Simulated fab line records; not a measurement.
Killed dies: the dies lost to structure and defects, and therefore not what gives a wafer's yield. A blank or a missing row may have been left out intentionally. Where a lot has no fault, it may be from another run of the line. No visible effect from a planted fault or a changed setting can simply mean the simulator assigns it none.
Matching of chambers	flow gf180mcu	GF_V4_CMP_04 on cmp-02 has 4 sister chambers
The step polishes SiO2. 24 wafers are shown with their chamber, then 12 later ones without.

## WAFERS PAIRED WITH THEIR CHAMBERS
wafer	chamber	motorCurrentA (A)	timeToEndpointS (s)	headPressurePsi (psi)
L074.1	1	12.9	64	4.006
L074.3	2	12.5	76	4.004
L074.4	0	13.8	77	4.021
L078.1	3	14.4	77	4.002
L078.3	0	13.3	75	4.007
L078.4	2	12.6	81	4.004
L083.1	0	13.7	84	4.001
L083.2	2	12.9	84	4.007
L083.6	3	14.5	87	4.018
L084.1	0	14.1	77	3.996
L084.4	3	14.1	80	3.992
L084.5	0	13.8	82	3.999
L085.2	0	13.8	75	4.009
L085.5	1	13.1	79	4.021
L085.6	2	13.0	84	4.001
L086.1	2	13.4	78	4.000
L086.2	0	13.9	80	3.983
L086.4	1	13.0	83	3.995
L088.1	3	14.0	77	3.993
L088.3	0	13.2	79	3.993
L088.5	2	13.3	86	4.011
L089.3	0	14.0	78	4.013
L089.5	3	13.8	83	3.984
L089.6	0	13.6	87	4.012

SIGNATURES (means of the wafers above)
reading	chamber 0	chamber 1	chamber 2	chamber 3	scatter within a chamber
motorCurrentA	13.720	13.000	12.950	14.160	0.295
timeToEndpointS	79.40	75.33	81.50	80.80	4.94
headPressurePsi	4.00340	4.00733	4.00450	3.99780	0.0105
Rule: distance of a wafer from a chamber = root of the sum over the readings of ((wafer's reading minus chamber's mean) / reading's scatter) squared. If the next closest chamber is less than 2 further off than the closest, the wafer can't be placed; otherwise it belongs to the closest. The scatter: take each reading less its chamber's mean, square it, sum over the shown wafers, divide by the number of wafers less the number of chambers, and take the root.

## WAFERS WITHOUT THEIR CHAMBER
wafer	motorCurrentA (A)	timeToEndpointS (s)	headPressurePsi (psi)
L090.1	13.4	79	4.001
L090.5	12.9	85	4.005
L090.6	13.1	81	4.005
L093.4	13.7	74	3.986
L093.5	13.3	79	3.990
L093.6	12.9	80	3.998
L092.3	13.7	78	4.005
L092.4	12.6	82	3.997
L092.5	13.6	85	3.988
L096.2	13.0	74	4.004
L096.3	12.2	71	4.007
L096.4	12.8	80	3.991

## WHICH CHAMBER EACH ONE RAN IN
wafer	from the rows above	in truth
L090.1	can't be placed: 0 or 2 or 1 or 3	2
L090.5	can't be placed: 2 or 1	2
L090.6	can't be placed: 2 or 1 or 0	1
L093.4	can't be placed: 0 or 3 or 1 or 2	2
L093.5	can't be placed: 2 or 0 or 1 or 3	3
L093.6	can't be placed: 2 or 1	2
L092.3	can't be placed: 0 or 3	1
L092.4	can't be placed: 2 or 1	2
L092.5	can't be placed: 0 or 3 or 2 or 1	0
L096.2	can't be placed: 1 or 2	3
L096.3	can't be placed: 1 or 2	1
L096.4	can't be placed: 2 or 1 or 0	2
Correct placement for 0 of the 12. Not placeable from these rows: 12 (in 10, the candidates include the true chamber). Wrongly placed: 0.
